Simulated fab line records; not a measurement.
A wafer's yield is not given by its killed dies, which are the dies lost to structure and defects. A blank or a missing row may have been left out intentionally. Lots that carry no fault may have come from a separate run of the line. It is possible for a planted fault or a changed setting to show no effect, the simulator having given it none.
Struck lot and sound lot, side by side / flow sky130 / 36 steps out of a route of 708
Sound: the wafers L573.1, L573.5, L573.6. Wafers L560.2, L560.3, L560.4 were the ones struck. The cause is named last.
Each step with rows lists, per side, the tool, then ch with its chambers, then its first start. Under that, the readings that differ: sound wafers / struck wafers / difference of the means / sigmas: that difference in standard deviations of wafers without a fault.
alike: same words and numbers on both sides, and readings whose means sit less than 2 such deviations apart. not compared: any withheld reading, any reading some wafer has no value for, any bound like >300 that may hide the same value, and any number with overlapping values for which the record gives no deviation.
A row with sigmas, a row that says differs or no value, or rows on one side alone: a step with any of these is where the two part. Numbers that don't overlap but have no deviation are shown without sigmas and don't part them. A reading missing from all wafers of one side parts the sides only when that side holds two or more wafers.

first, 10 steps without rows for these wafers: SKY_GATE_OXIDE_COAT_05 (resist thk 1140 nm); SKY_GATE_OXIDE_SOFTBAKE_06 (time 60 s); SKY_GATE_OXIDE_EXPOSE_07 (exposes mask LVOM, target cd 600 nm); SKY_GATE_OXIDE_PEB_08; SKY_GATE_OXIDE_DEVELOP_09 (develop time 60 s); SKY_GATE_OXIDE_IMPLANT_11; SKY_GATE_OXIDE_WET_ETCH_12 (etches SiO2 in dHF, target depth 16.8 nm, time 336 s); SKY_GATE_OXIDE_STRIP_13 (strips in O2/N2); SKY_GATE_OXIDE_CLEAN_15 (cleans in SC1/SC2, time 150 s); SKY_GATE_OXIDE_OXIDATION_16 (stabilise 600 s, purge 300 s, target thk 3.57 nm).
SKY_POLY_GATE_CVD_00: deposits poly-Si, target thk 180 nm, time 720 s.
  sound on lpcvd-01 ch 1, day 20 15:46; struck on lpcvd-01 ch 0, day 15 20:04
reading=spike-tc-bottom-C (C); sound=638 637 638; struck=620 617 618; difference=-19; sigmas=-6
reading=spike-tc-centre-C (C); sound=621.8 620.0 620.2; struck=594.7 596.9 595.2; difference=-25.1; sigmas=-25
reading=spike-tc-lower-C (C); sound=621.2 620.3 622.2; struck=593.9 593.1 591.4; difference=-28.4; sigmas=-18
reading=spike-tc-top-C (C); sound=636.7 637.0 635.8; struck=612.8 612.8 613.4; difference=-23.5; sigmas=-20
reading=spike-tc-upper-C (C); sound=619.2 618.4 622.2; struck=595.2 595.1 596.0; difference=-24.5; sigmas=-22
reading=susceptor-temp-C (C); sound=620.00 620.34 619.94; struck=594.89 595.43 595.23; difference=-24.91; sigmas=-86
reading=zone-power-top-pct (%); sound=23 24 23; struck=16 16 16; difference=-7; sigmas=-2
reading=model.poly-Si_of_POLY_GATE_CVD_00.thk-nm (nm); sound=178.4 178.4 179.4; struck=98.39 97.82 97.41; difference=-80.86; sigmas=
  alike: zone-power-bottom-pct
SKY_POLY_GATE_THK_MEAS_01:
  struck on film-metro-02, day 15 21:16; sound on film-metro-02, day 20 16:58
reading=POLY_GATE_CVD_00_THK (nm); sound=178.5 178.5 179.2; struck=98.3 97.8 97.4; difference=-80.9; sigmas=-54
then, 9 steps without rows for these wafers: SKY_RES_PROTECT_DEHYDRATE_00 (time 60 s); SKY_RES_PROTECT_HMDS_01 (prime time 60 s); SKY_RES_PROTECT_COAT_02 (resist thk 1140 nm); SKY_RES_PROTECT_SOFTBAKE_03 (time 60 s); SKY_RES_PROTECT_EXPOSE_04 (exposes mask RPM, target cd 1270 nm); SKY_RES_PROTECT_PEB_05; SKY_RES_PROTECT_DEVELOP_06 (develop time 60 s); SKY_POLY_GATE_IMPLANT_02; SKY_RES_PROTECT_STRIP_07 (strips in O2/N2).
SKY_RES_PROTECT_CLEAN_09: cleans in SC1/SC2, time 150 s.
  sound on wet-bench-04 ch 0, day 22 00:10; struck on wet-bench-03 ch 3, day 17 00:59
reading=model.poly-Si_of_POLY_GATE_CVD_00.thk-nm (nm); sound=177.8 177.7 178.8; struck=97.77 97.2 96.78; difference=-80.85; sigmas=
then, 11 steps without rows for these wafers: SKY_POLY_GATE_CVD_03 (deposits Si3N4 from DCS/NH3, target thk 75 nm, time 1290 s); SKY_POLY_GATE_DEHYDRATE_05 (time 60 s); SKY_POLY_GATE_HMDS_06 (prime time 60 s); SKY_POLY_GATE_COAT_07 (resist thk 110 nm); SKY_POLY_GATE_COAT_08 (resist thk 450 nm); SKY_POLY_GATE_SOFTBAKE_09 (time 90 s); SKY_POLY_GATE_EXPOSE_10 (exposes mask P1M, target cd 150 nm); SKY_POLY_GATE_PEB_11; SKY_POLY_GATE_DEVELOP_12 (develop time 60 s); SKY_POLY_GATE_ETCH_15 (etches BARC in N2/H2, stops on SiO2, time 118.5 s, target depth 110 nm); SKY_POLY_GATE_ETCH_16 (etches Si3N4 in CH3F/O2, stops on poly-Si, time 147.5 s, target depth 75 nm).
SKY_POLY_GATE_ETCH_17: etches poly-Si in HBr/Cl2, stops on SiO2, target depth 180 nm, time 70.5 s.
  sound on rie-si-01 ch 1,2, day 23 08:16; struck on rie-si-02 ch 0,1,2, day 18 09:04
reading=oes-product-au (a.u.); sound=0.989 0.978 0.991; struck=0.667 0.670 0.660; difference=-0.320; sigmas=-46
reading=model.etch.depth-nm (nm); sound=177.8 177.1 178.8; struck=97.77 97.2 96.78; difference=-80.65; sigmas=
reading=model.POLY_GATE.feature-depth-nm (nm); sound=177.8 177.1 178.8; struck=97.77 97.2 96.78; difference=-80.65; sigmas=
  alike: drypump-motor-current-A, throttle-valve-pct
  not compared: rf-hours-counter-h
then, 1 step without rows for these wafers: SKY_POLY_GATE_STRIP_18 (strips in O2/N2).
-- here the record skips 30 days between the struck wafers' starts before and after, leaving off in module POLY_GATE and picking up in module PAD_OPEN (first step shown: number 708 of the route) --
SKY_PAD_OPEN_PROBE_99:
  only the struck wafers here have rows in the record (prober-01, day 48 02:38); the sound ones have none

WHERE THEY PART
Earliest at SKY_POLY_GATE_CVD_00; latest, in this record, at SKY_PAD_OPEN_PROBE_99.

WHY: whatever the simulator had introduced
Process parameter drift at SKY_POLY_GATE_CVD_00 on lpcvd-01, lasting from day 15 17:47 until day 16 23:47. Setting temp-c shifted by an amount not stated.
